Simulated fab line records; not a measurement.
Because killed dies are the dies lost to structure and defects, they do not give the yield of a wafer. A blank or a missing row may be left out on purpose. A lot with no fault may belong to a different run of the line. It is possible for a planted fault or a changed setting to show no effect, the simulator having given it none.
One fault seen from 2 desks -- flow sky130 -- numbers are kept per desk, each desk with only its own; the story behind them comes last

## TOOL OWNER'S DESK, rie diel-02
The tool's own readings at SKY_FIELD_ISO_ETCH_15 (etches the open film in CHF3/O2, stops on Si, target depth 180 nm, time 72 s): means of the sampled wafers that have a number, for each lot that ran on this tool. If a lot's mean is further than 4 standard deviations from the usual mean, the lot is out of limits and carries the mark OUT (the distance appears in the brackets).
Columns: A = O2_flow_sccm at SKY_FIELD_ISO_ETCH_15, usual 4.999 sccm; B = bias w at SKY_FIELD_ISO_ETCH_15, usual 200.0 W; C = drypump motor current A at SKY_FIELD_ISO_ETCH_15, usual 5.6 A; D = oes product au at SKY_FIELD_ISO_ETCH_15, usual 0.946 a.u.; E = run length s at SKY_FIELD_ISO_ETCH_15, usual 100.4 s; F = throttle valve pct at SKY_FIELD_ISO_ETCH_15, usual 8.844 %
lot,first seen here,A,B,C,D,E,F
L859,day 2 14:18,4.998,199.3,5.9,0.949,100.2,8.847
L860,day 2 20:19,4.994,200.2,5.9,0.949,100.2,8.853
L868,day 4 14:12,4.996,200.3,5.7,0.950,100.4,8.852
L878,day 6 22:52,4.990,200.0,5.6,0.915,104.6 (+10) OUT,8.841
L880,day 7 11:00,5.001,200.0,5.4,0.905 (-4.8) OUT,104.7 (+10) OUT,8.827
This desk's finding: out of limits on L878, L880; first on L878, day 6 22:52 (run length s at SKY_FIELD_ISO_ETCH_15). L859, L860, L868: within limits.

## FROM THE METROLOGY DESK
Means of the sampled wafers that have a number, per lot and without regard to the tool the lot ran on: this is what the gauges read. If a lot's mean is further than 4 standard deviations from the usual mean, the lot is out of limits and carries the mark OUT (the distance appears in the brackets).
Columns: A = DNWELL_TW at SKY_DNWELL_TW_MEAS_09, usual 1117; B = cd nm at SKY_VT_ADJUST_NCORE_CD_MEAS_07, usual 380 nm; C = SONOS_ONO_OVL at SKY_SONOS_ONO_OVL_MEAS_14, usual -0.6 nm
lot,first seen here,A,B,C
L857,day 3 06:52,1113,385,-0.9
L859,day 3 14:59,1116,377,-2.2
L860,day 3 20:36,1112,379,-0.4
L861,day 4 03:27,1114,377,0.5
L863,day 4 13:37,1112,380,0.3
L864,day 4 20:03,1118,380,-0.8
L867,day 5 11:28,1126,381,-4.0
L868,day 5 16:22,1133,383,0.7
L874,day 7 11:49,1108,381,-0.4
L878,day 8 01:06,1118,381,-0.3
L879,day 8 03:31,1098,384,-1.7
L880,day 8 15:37,1114,379,-0.4
This desk's finding: nothing out of limits on any of the 12 lots.

## BROUGHT TOGETHER
On L878, L880, at day 6 22:52, an alarm was possible from the tool owner's desk.
Nothing out of limits was seen by the metrology desk.
The metrology desk has L878, L880 on record, within its limits.
All the named lots went through SKY_FIELD_ISO_ETCH_15 on rie diel-02.

## WHAT WAS PUT IN BY THE SIMULATOR
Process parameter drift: rie diel-02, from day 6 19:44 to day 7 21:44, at SKY_FIELD_ISO_ETCH_15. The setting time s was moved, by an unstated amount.
Struck lots among those shown: L878, L880.
Delay in hours, fault start to first out-of-limits reading, by desk: the tool owner's desk at 3.
